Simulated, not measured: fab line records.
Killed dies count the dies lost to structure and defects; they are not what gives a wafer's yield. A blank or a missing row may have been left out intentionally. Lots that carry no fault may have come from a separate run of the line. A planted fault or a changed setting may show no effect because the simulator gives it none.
One fault through the eyes of 2 desks ; flow gf180mcu ; every desk sees just its own numbers, and what lay behind them comes last

== THE METROLOGY DESK ==
What the gauges read, lot by lot, whatever tool the lot ran on: means of the sampled wafers that have a number. The brackets show how far a lot's mean lies from the usual mean; more than 4 standard deviations puts the lot out of limits, marked OUT.
Columns: A = V2_W_THK at GF_V2_THK_MEAS_25, usual 346 nm
lot;first seen here;A
L103;day 19 20:25;346
L105;day 21 01:38;345
L104;day 21 04:07;346
L106;day 21 12:40;342
L107;day 21 19:04;342
L109;day 22 21:16;347
L112;day 23 06:05;341
L113;day 23 13:27;343
L114;day 24 00:33;348
L115;day 24 19:04;338
L116;day 24 20:45;352
L117;day 25 07:22;358
This desk's verdict: no lot among the 12 shows anything out of limits.

== FOR THE TOOL OWNER'S DESK: krf-scanner-01 ==
The tool's own readings at GF_M2_EXPOSE_11 (exposes mask Metal2, target cd 280 nm): means of the sampled wafers that have a number, for each lot that ran on this tool. The brackets show how far a lot's mean lies from the usual mean; more than 4 standard deviations puts the lot out of limits, marked OUT.
Columns: A = exposure-dose-mJ-cm2 at GF_M2_EXPOSE_11, usual 28.000; B = focus-offset-nm at GF_M2_EXPOSE_11, usual 0.0 nm; C = reticle-temp-C at GF_M2_EXPOSE_11, usual 22.97 C; D = stage-vel-mm-s at GF_M2_EXPOSE_11, usual 500.03 mm/s
lot;first seen here;A;B;C;D
L103;day 18 06:40;27.987;-0.1;22.88;500.08
L104;day 19 12:35;27.986;-0.2;23.07;499.66
L107;day 20 05:08;27.991;-0.0;23.06;500.23
L112;day 21 14:58;27.993;0.1;23.07;500.04
L114;day 22 10:43;27.990;-0.4;23.00;499.88
L116;day 23 08:23;28.034;-0.0;23.01;499.78
This desk's verdict: no lot among the 6 shows anything out of limits.

== PUT TOGETHER ==
Nothing out of limits was seen by the metrology desk.
Nothing out of limits was seen by the tool owner's desk.

== WHAT THE SIMULATOR HAD PUT IN ==
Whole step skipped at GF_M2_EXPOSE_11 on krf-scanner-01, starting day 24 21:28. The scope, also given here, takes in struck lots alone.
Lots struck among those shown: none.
